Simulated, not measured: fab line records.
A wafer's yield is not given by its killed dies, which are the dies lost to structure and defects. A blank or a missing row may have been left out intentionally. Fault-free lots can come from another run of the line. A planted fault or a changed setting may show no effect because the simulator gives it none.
A struck lot beside a sound one / flow sky130 / 16 steps out of a route of 708
Sound: these wafers, L612.2, L612.3, L612.5. Struck: wafers L615.4, L615.5, L615.6. Last of all comes the cause.
At each step with rows: each side's tool, then ch and its chambers, then its first start. Under that, the readings that differ: sound wafers / struck wafers / difference of the means / sigmas: that difference in standard deviations of wafers without a fault.
alike: readings with means less than 2 such deviations apart, plus words and numbers identical on both sides. not compared: withheld readings, readings lacking a value on some wafer, bounds such as >300 that could conceal the same value, and numbers that have no deviation in the record and whose values overlap.
Wherever a step has rows on one side only, a row that says differs or no value, or a row with sigmas, the two part there. Non-overlapping numbers with no deviation appear without sigmas and do not part them. A reading missing from all wafers of one side parts the sides only when that side holds two or more wafers.

first, 1 step without rows for these wafers: SKY_VIA4_HDPCVD_00 (deposits SiO2, target thk 1750 nm, time 291.7 s).
SKY_VIA4_THK_MEAS_01:
  sound: filmMetro-03 at day 43 23:59; struck: filmMetro-01 at day 44 16:26
  alike: VIA4_HDPCVD_THK
SKY_VIA4_CMP_02: polishes SiO2.
  sound on cmp-02 ch 1,2, day 44 00:04; struck on cmp-01 ch 1,2, day 44 16:28
  alike: edgeZonePressureFrac, motorCurrentA
SKY_VIA4_BOW_MEAS_03:
  sound: filmMetro-04 at day 44 00:23; struck: filmMetro-01 at day 44 16:49
  alike: VIA4_BOW
then, 7 steps without rows for these wafers: SKY_VIA4_DEHYDRATE_04 (time 60 s); SKY_VIA4_HMDS_05 (prime time 60 s); SKY_VIA4_COAT_06 (resist thk 1140 nm); SKY_VIA4_SOFTBAKE_07 (time 60 s); SKY_VIA4_EXPOSE_08 (exposes mask VIM4, target cd 800 nm); SKY_VIA4_PEB_09; SKY_VIA4_DEVELOP_10 (develop time 60 s).
SKY_VIA4_OVL_MEAS_11:
  sound: overlay-01 at day 44 23:08; struck: overlay-01 at day 45 14:34
  alike: VIA4_OVL
SKY_VIA4_ETCH_12: etches SiO2 in C4F8/O2/Ar, stops on TiN, target depth 580 nm.
  sound on rieDiel-02 ch 0,1,2, day 44 23:10; struck on rieDiel-04 ch 0,3, day 45 14:35
  no value came back on the struck wafers for biasW (W), chamberPressureMTorr (mTorr), oesProductAu (a.u.); on the sound wafers biasW (W) reads 1201 1200 1195
reading=model.NOVOLAK_of_VIA4_COAT_06.thkNm (nm); sound=1003 1009 1004; struck=1138 1136 1135; difference=+131; sigmas=
SKY_VIA4_STRIP_13: strips in O2/N2.
  sound on plasmaAsher-01 ch 0,1, day 44 23:14; struck on plasmaAsher-04 ch 0,1, day 45 14:41
reading=stripTimeToEndpointS (s); sound=12.786 12.771 12.781; struck=14.153 14.131 14.116; difference=+1.354; sigmas=+52
  alike: drypumpMotorCurrentA, oesProductAu
  not compared: rfHoursCounterH
then, 1 step without rows for these wafers: SKY_VIA4_STRIP_14 (strips in post etch residue remover, time 1200 s).
-- the record jumps here: 3 days lie between the struck wafers' starts before and after (it left off in module VIA4 and takes up again in module PAD_OPEN, whose first step shown is number 708 of the route) --
SKY_PAD_OPEN_PROBE_99:
  sound: prober-01 at day 47 20:11; struck: prober-01 at day 48 10:59
reading=defectLimitedYield (%); sound=84.6 81.9 82.3; struck=0 0 0; difference=-83; sigmas=-44
reading=killed_at_M4_up; sound=2 4 1; struck=410 416 409; difference=+409; sigmas=+99 or more
reading=killedDies; sound=76 89 87; struck=492 492 492; difference=+408; sigmas=+45
reading=killedOnRim; sound=16 18 15; struck=96 96 96; difference=+80; sigmas=+22
reading=sort_bin_5_function (%); sound=10.2 12.4 10.8; struck=92.7 93.3 92.3; difference=+81.6; sigmas=+58
reading=sortNPass; sound=416 403 405; struck=0 0 0; difference=-408; sigmas=-45
reading=sortYieldPct (%); sound=84.6 81.9 82.3; struck=0 0 0; difference=-83; sigmas=-44
  alike: killed_at_M0_to_M3, killedAtContacts, killedAtFrontEnd, killedAtOther, killedOpen, killedShort, sort_bin_3_pad_short, sort_bin_6_memory

## WHERE THEY PART
First at SKY_VIA4_ETCH_12; last, within this record, at SKY_PAD_OPEN_PROBE_99.

WHY: whatever the simulator had introduced
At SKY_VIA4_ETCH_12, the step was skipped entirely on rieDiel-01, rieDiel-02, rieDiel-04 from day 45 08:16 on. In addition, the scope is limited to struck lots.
